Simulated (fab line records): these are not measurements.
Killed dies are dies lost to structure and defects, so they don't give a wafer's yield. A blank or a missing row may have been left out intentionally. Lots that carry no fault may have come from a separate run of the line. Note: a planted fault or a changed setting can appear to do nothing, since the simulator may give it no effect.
fab line records ; flow gf180mcu
[record] lots = 14; wafers = 42; lastDay = 34
route steps=602 shown STI@5 HV_LDD@184
lots with no fault: from the same line, run without faults
startH: the number of hours between the record's first day and the start of the first shown wafer of the lot ; waitH: hours from the lot's prior step to this one ; " identical to the entry in the row above ; L1.1+2: one row covering several wafers at once ; - value missing, or start not given ; * or withheld: withheld ; < > ~ a bound
route shown NAME@n: NAME is a module with steps in the file, n the number in the route of the first one ; usual: mean and standard deviation over wafers with no fault ; same: alike in all rows ; chamber/n: place in a boat ; sites: the reading at each site ; _std_site: standard deviation across them ; _edge_site: inner sites' mean taken away from outer sites' mean ; radiusMm: how far each site lies from the wafer's centre ; mask NAME#n: copy n ; behind: the last tool/chamber to shape the wafer ; hold: cause of the lot's hold/its duration in hours/its outcome ; device: whichever transistor did not switch (one of n, p or np) ; end of line: tests run on the same wafers once the route is complete ; where a step has no rows: the recipe by itself ; killed: the dies lost at the first sort to structure and to defects; this is not the yield of the wafer ; map: dies across one wafer; x = killed, . = not, _ = none there
set.NAME: the setting the step ran with; set.NAME@STEP: the setting that earlier step ran with ; model.NAME: the simulator's own value behind a step, which no gauge read
route steps across a sampled set of lots; one table per step, one row per wafer
services: when a tool's chamber went out of use (startH, in hours from the record's first day, below 0 if earlier), for how many hours, and the reason
[[steps]]
[step GF_STI_THK_MEAS_04]
[recipe] reads = Si3N4_of_STI_CVD_03
[usual] STI_CVD_03_THK = 207.1/1.8
lot.wafer;tool;chamber;startH;waitH;STI_CVD_03_THK[nm]
L953.1;filmMetro-02;-;14.55;0.0;209.0
L953.5;filmMetro-02;-;14.55;0.0;209.2
L953.6;filmMetro-02;-;14.55;0.0;210.3
L954.1;filmMetro-02;-;20.66;0.0;207.9
L954.2;filmMetro-02;-;20.66;0.0;207.1
L954.5;filmMetro-02;-;20.66;0.0;207.6
L955.1;filmMetro-02;-;24.55;0.0;208.9
L955.3;filmMetro-02;-;24.55;0.0;208.2
L955.5;filmMetro-02;-;24.55;0.0;210.4
L956.2;filmMetro-04;-;29.56;0.0;207.9
L956.3;filmMetro-04;-;29.56;0.0;206.4
L956.6;filmMetro-04;-;29.56;0.0;207.2
L957.1;filmMetro-02;-;35.00;0.1;207.6
L957.3;filmMetro-02;-;35.00;0.1;208.6
L957.6;filmMetro-02;-;35.00;0.1;207.8
L958.1;filmMetro-01;-;38.62;0.0;206.8
L958.2;filmMetro-01;-;38.62;0.0;206.3
L958.6;filmMetro-01;-;38.62;0.0;208.2
L959.1;filmMetro-02;-;44.55;0.0;207.4
L959.5;filmMetro-02;-;44.55;0.0;209.1
L959.6;filmMetro-02;-;44.55;0.0;208.0
L960.2;filmMetro-01;-;49.54;0.0;206.8
L960.4;filmMetro-01;-;49.54;0.0;207.0
L960.5;filmMetro-01;-;49.54;0.0;206.4
L962.2;filmMetro-01;-;58.91;0.0;208.7
L962.3;filmMetro-01;-;58.91;0.0;208.7
L962.6;filmMetro-01;-;58.91;0.0;208.7
L964.3;filmMetro-04;-;69.54;0.0;207.2
L964.5;filmMetro-04;-;69.54;0.0;207.9
L964.6;filmMetro-04;-;69.54;0.0;208.0
L965.1;filmMetro-04;-;73.56;0.0;205.2
L965.3;filmMetro-04;-;73.56;0.0;206.2
L965.6;filmMetro-04;-;73.56;0.0;203.3
L967.2;filmMetro-02;-;83.72;0.0;206.8
L967.3;filmMetro-02;-;83.72;0.0;207.0
L967.6;filmMetro-02;-;83.72;0.0;207.9
L973.3;filmMetro-04;-;114.92;0.0;208.8
L973.4;filmMetro-04;-;114.92;0.0;207.6
L973.6;filmMetro-04;-;114.92;0.0;209.2
L976.1;filmMetro-02;-;128.56;0.0;206.4
L976.4;filmMetro-02;-;128.56;0.0;206.0
L976.6;filmMetro-02;-;128.56;0.0;206.2
[step GF_HV_LDD_OVL_MEAS_08]
[usual] HV_LDD_OVL = -0.6/1.2
lot.wafer;tool;chamber;startH;waitH;HV_LDD_OVL[nm]
L953.1;overlay-01;-;217.38;0.1;-2.3
L953.5;overlay-01;-;217.38;0.1;-1.6
L953.6;overlay-01;-;217.38;0.1;-2.5
L954.1;overlay-01;-;226.86;0.1;0.7
L954.2;overlay-01;-;226.86;0.1;-0.3
L954.5;overlay-01;-;226.86;0.1;-0.9
L955.1;overlay-02;-;232.01;0.1;0.3
L955.3;overlay-02;-;232.01;0.1;-2.1
L955.5;overlay-02;-;232.01;0.1;-0.5
L956.2;overlay-01;-;241.41;0.1;0.5
L956.3;overlay-01;-;241.41;0.1;-0.4
L956.6;overlay-01;-;241.41;0.1;1.0
L957.1;overlay-01;-;245.76;0.1;-1.2
L957.3;overlay-01;-;245.76;0.1;-2.1
L957.6;overlay-01;-;245.76;0.1;-1.8
L958.1;overlay-02;-;252.66;0.1;-1.1
L958.2;overlay-02;-;252.66;0.1;-2.0
L958.6;overlay-02;-;252.66;0.1;-1.1
L959.1;overlay-02;-;262.76;0.1;0.3
L959.5;overlay-02;-;262.76;0.1;-0.8
L959.6;overlay-02;-;262.76;0.1;-0.1
L960.2;overlay-01;-;276.01;0.1;-0.8
L960.4;overlay-01;-;276.01;0.1;-1.2
L960.5;overlay-01;-;276.01;0.1;-0.3
L962.2;overlay-01;-;288.06;0.1;-3.1
L962.3;overlay-01;-;288.06;0.1;-3.1
L962.6;overlay-01;-;288.06;0.1;0.0
L964.3;overlay-02;-;300.80;0.1;-0.6
L964.5;overlay-02;-;300.80;0.1;-0.1
L964.6;overlay-02;-;300.80;0.1;-1.3
L965.1;overlay-01;-;302.88;0.1;0.8
L965.3;overlay-01;-;302.88;0.1;-1.4
L965.6;overlay-01;-;302.88;0.1;-2.1
L967.2;overlay-01;-;320.26;0.1;-2.6
L967.3;overlay-01;-;320.26;0.1;-1.1
L967.6;overlay-01;-;320.26;0.1;-0.1
L973.3;overlay-02;-;366.76;0.1;-0.5
L973.4;overlay-02;-;366.76;0.1;-0.7
L973.6;overlay-02;-;366.76;0.1;0.7
L976.1;overlay-01;-;390.78;0.1;-0.3
L976.4;overlay-01;-;390.78;0.1;-1.0
L976.6;overlay-01;-;390.78;0.1;-0.2
[step GF_HV_LDD_TW_MEAS_11]
[usual] HV_LDD_TW = 2430/34
lot.wafer;tool;chamber;startH;waitH;HV_LDD_TW
L953.1;filmMetro-04;-;217.67;0.1;2427
L953.5;filmMetro-04;-;217.67;0.1;2416
L953.6;filmMetro-04;-;217.67;0.1;2410
L954.1;filmMetro-01;-;227.15;0.1;2457
L954.2;filmMetro-01;-;227.15;0.1;2466
L954.5;filmMetro-01;-;227.15;0.1;2472
L955.1;filmMetro-03;-;232.30;0.1;2384
L955.3;filmMetro-03;-;232.30;0.1;2385
L955.5;filmMetro-03;-;232.30;0.1;2377
L956.2;filmMetro-01;-;241.70;0.1;2481
L956.3;filmMetro-01;-;241.70;0.1;2479
L956.6;filmMetro-01;-;241.70;0.1;2479
L957.1;filmMetro-04;-;246.15;0.1;2395
L957.3;filmMetro-04;-;246.15;0.1;2403
L957.6;filmMetro-04;-;246.15;0.1;2402
L958.1;filmMetro-01;-;252.94;0.1;2471
L958.2;filmMetro-01;-;252.94;0.1;2457
L958.6;filmMetro-01;-;252.94;0.1;2472
L959.1;filmMetro-04;-;263.04;0.1;2404
L959.5;filmMetro-04;-;263.04;0.1;2402
L959.6;filmMetro-04;-;263.04;0.1;2392
L960.2;filmMetro-04;-;276.30;0.1;2401
L960.4;filmMetro-04;-;276.30;0.1;2400
L960.5;filmMetro-04;-;276.30;0.1;2396
L962.2;filmMetro-03;-;288.35;0.1;2400
L962.3;filmMetro-03;-;288.35;0.1;2391
L962.6;filmMetro-03;-;288.35;0.1;2386
L964.3;filmMetro-01;-;301.09;0.1;2477
L964.5;filmMetro-01;-;301.09;0.1;2479
L964.6;filmMetro-01;-;301.09;0.1;2473
L965.1;filmMetro-03;-;303.17;0.1;2382
L965.3;filmMetro-03;-;303.17;0.1;2399
L965.6;filmMetro-03;-;303.17;0.1;2407
L967.2;filmMetro-03;-;320.55;0.1;2405
L967.3;filmMetro-03;-;320.55;0.1;2422
L967.6;filmMetro-03;-;320.55;0.1;2411
L973.3;filmMetro-01;-;367.06;0.1;2460
L973.4;filmMetro-01;-;367.06;0.1;2440
L973.6;filmMetro-01;-;367.06;0.1;2462
L976.1;filmMetro-01;-;391.07;0.1;2461
L976.4;filmMetro-01;-;391.07;0.1;2458
L976.6;filmMetro-01;-;391.07;0.1;2461
[step GF_HV_LDD_IMPLANT_48]
[recipe] species = B; energyKev = 25; doseCm2 = 3e+13; tiltDeg = 7
[usual] beamEnergyKeV = 25.001/0.0077; endStationPressureTorr = 5.14e-06/2.9e-07
[same] implantIonAmu = 11
lot.wafer;tool;chamber;startH;waitH;beamEnergyKeV;endStationPressureTorr
L953.1;implanter-01;0;274.27;0.0;25.009;4.76e-06
L953.5;implanter-01;0;274.27;0.0;25.005;5.9e-06
L953.6;implanter-01;0;274.27;0.0;25.001;5.66e-06
L954.1;implanter-03;0;285.34;0.0;24.995;5.77e-06
L954.2;implanter-03;0;285.34;0.0;25.004;4.97e-06
L954.5;implanter-03;0;285.34;0.0;24.995;5.55e-06
L955.1;implanter-03;0;290.89;0.0;24.983;4.92e-06
L955.3;implanter-03;0;290.89;0.0;25.001;5.21e-06
L955.5;implanter-03;0;290.89;0.0;24.994;5.36e-06
L956.2;implanter-03;0;301.46;0.0;25.010;5.71e-06
L956.3;implanter-03;0;301.46;0.0;24.996;5.29e-06
L956.6;implanter-03;0;301.46;0.0;25.002;5.34e-06
L957.1;implanter-03;0;306.37;0.0;24.987;4.95e-06
L957.3;implanter-03;0;306.37;0.0;24.994;5.13e-06
L957.6;implanter-03;0;306.37;0.0;25.008;4.96e-06
L958.1;implanter-02;0;313.47;0.0;24.996;4.71e-06
L958.2;implanter-02;0;313.47;0.0;24.988;5.05e-06
L958.6;implanter-02;0;313.47;0.0;24.991;5.08e-06
L959.1;implanter-03;0;323.59;0.0;25.009;5.03e-06
L959.5;implanter-03;0;323.59;0.0;24.999;5.28e-06
L959.6;implanter-03;0;323.59;0.0;25.002;5.59e-06
L960.2;implanter-01;0;338.42;0.0;25.012;5.02e-06
L960.4;implanter-01;0;338.42;0.0;25.003;5.47e-06
L960.5;implanter-01;0;338.42;0.0;25.004;4.87e-06
L962.2;implanter-01;0;351.61;0.0;25.007;5.25e-06
L962.3;implanter-01;0;351.61;0.0;25.001;5.18e-06
L962.6;implanter-01;0;351.61;0.0;25.008;4.84e-06
L964.3;implanter-01;0;365.54;0.1;24.994;5.22e-06
L964.5;implanter-01;0;365.54;0.1;25.011;5.2e-06
L964.6;implanter-01;0;365.54;0.1;24.990;5.46e-06
L964.3;implanter-01;0;365.85;0.3;25.013;4.62e-06
L964.5;implanter-01;0;365.85;0.3;25.009;5.4e-06
L964.6;implanter-01;0;365.85;0.3;25.011;5.45e-06
L965.1;implanter-02;0;367.44;0.0;25.004;5.09e-06
L965.3;implanter-02;0;367.44;0.0;25.004;5.36e-06
L965.6;implanter-02;0;367.44;0.0;25.008;4.8e-06
L967.2;implanter-03;0;388.27;0.0;25.004;5.4e-06
L967.3;implanter-03;0;388.27;0.0;25.000;5.17e-06
L967.6;implanter-03;0;388.27;0.0;25.012;4.75e-06
L973.3;implanter-01;0;439.62;0.1;25.006;4.93e-06
L973.4;implanter-01;0;439.62;0.1;25.001;5.32e-06
L973.6;implanter-01;0;439.62;0.1;25.008;5.08e-06
L973.3;implanter-01;0;439.93;0.3;25.001;5.21e-06
L973.4;implanter-01;0;439.93;0.3;25.011;5.89e-06
L973.6;implanter-01;0;439.93;0.3;25.005;5.04e-06
L976.1;implanter-02;0;463.54;0.0;25.000;5.61e-06
L976.4;implanter-02;0;463.54;0.0;25.013;5.45e-06
L976.6;implanter-02;0;463.54;0.0;25.001;5.61e-06
[step GF_HV_LDD_TW_MEAS_50]
[usual] HV_LDD_4_TW = 570/4.9
lot.wafer;tool;chamber;startH;waitH;HV_LDD_4_TW
L953.1;filmMetro-04;-;274.52;0.1;566
L953.5;filmMetro-04;-;274.52;0.1;569
L953.6;filmMetro-04;-;274.52;0.1;569
L954.1;filmMetro-04;-;285.59;0.1;565
L954.2;filmMetro-04;-;285.59;0.1;567
L954.5;filmMetro-04;-;285.59;0.1;565
L955.1;filmMetro-03;-;291.14;0.1;567
L955.3;filmMetro-03;-;291.14;0.1;569
L955.5;filmMetro-03;-;291.14;0.1;568
L956.2;filmMetro-03;-;301.70;0.1;567
L956.3;filmMetro-03;-;301.70;0.1;568
L956.6;filmMetro-03;-;301.70;0.1;564
L957.1;filmMetro-03;-;306.62;0.1;564
L957.3;filmMetro-03;-;306.62;0.1;560
L957.6;filmMetro-03;-;306.62;0.1;564
L958.1;filmMetro-03;-;313.72;0.1;568
L958.2;filmMetro-03;-;313.72;0.1;566
L958.6;filmMetro-03;-;313.72;0.1;570
L959.1;filmMetro-03;-;323.84;0.1;572
L959.5;filmMetro-03;-;323.84;0.1;569
L959.6;filmMetro-03;-;323.84;0.1;569
L960.2;filmMetro-04;-;338.65;0.1;567
L960.4;filmMetro-04;-;338.65;0.1;568
L960.5;filmMetro-04;-;338.65;0.1;567
L962.2;filmMetro-04;-;351.85;0.1;566
L962.3;filmMetro-04;-;351.85;0.1;564
L962.6;filmMetro-04;-;351.85;0.1;567
L964.3;filmMetro-03;-;366.16;0.1;707
L964.5;filmMetro-03;-;366.16;0.1;706
L964.6;filmMetro-03;-;366.16;0.1;708
L964.3;filmMetro-03;-;366.38;0.2;709
L964.5;filmMetro-03;-;366.38;0.2;710
L964.6;filmMetro-03;-;366.38;0.2;707
L965.1;filmMetro-01;-;367.69;0.1;582
L965.3;filmMetro-01;-;367.69;0.1;582
L965.6;filmMetro-01;-;367.69;0.1;581
L967.2;filmMetro-04;-;388.50;0.1;568
L967.3;filmMetro-04;-;388.50;0.1;568
L967.6;filmMetro-04;-;388.50;0.1;572
L973.3;filmMetro-01;-;440.32;0.1;723
L973.4;filmMetro-01;-;440.32;0.1;722
L973.6;filmMetro-01;-;440.32;0.1;723
L973.3;filmMetro-01;-;440.55;0.2;724
L973.4;filmMetro-01;-;440.55;0.2;720
L973.6;filmMetro-01;-;440.55;0.2;722
L976.1;filmMetro-03;-;463.79;0.1;569
L976.4;filmMetro-03;-;463.79;0.1;568
L976.6;filmMetro-03;-;463.79;0.1;567
[[services]]
tool;chamber;startH;hours;kind
implanter-02;-;273.05;2.9;repair
implanter-01;-;294.65;1.4;repair
implanter-03;-;306.77;3.1;repair
implanter-02;-;333.12;19.7;pm
implanter-03;-;429.82;4.9;repair
implanter-03;-;430.38;5.1;repair
[[key]]
[firstSign] step = GF_HV_LDD_IMPLANT_48; reading = visit; direction = added
[effect] step = GF_HV_LDD_TW_MEAS_50; reading = visit; direction = added
[effect] step = GF_HV_LDD_TW_MEAS_50; reading = HV_LDD_4_TW; direction = up; sigmas = 30; usual = 570; struck = 715
metAt GF_HV_LDD_IMPLANT_48
struckLots L964,L973
testerLeftOut L964,L973
notActingAt GF_STI_THK_MEAS_04,GF_HV_LDD_OVL_MEAS_08,GF_HV_LDD_TW_MEAS_11
[fault] kind = repeatedStepWhole; tool = implanter-01,implanter-02,implanter-03; chamber = -; onsetH = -; steps = GF_HV_LDD_IMPLANT_48; times = 1; scope = struckLotsOnly
// testerLeftOut: of these lots the tester's yield and bins aren't shown, on N5 and GAA mostly nor the transistor test; their killed dies are dies lost to structure and defects alone, not to doping, threshold or leakage, so they don't give the yield
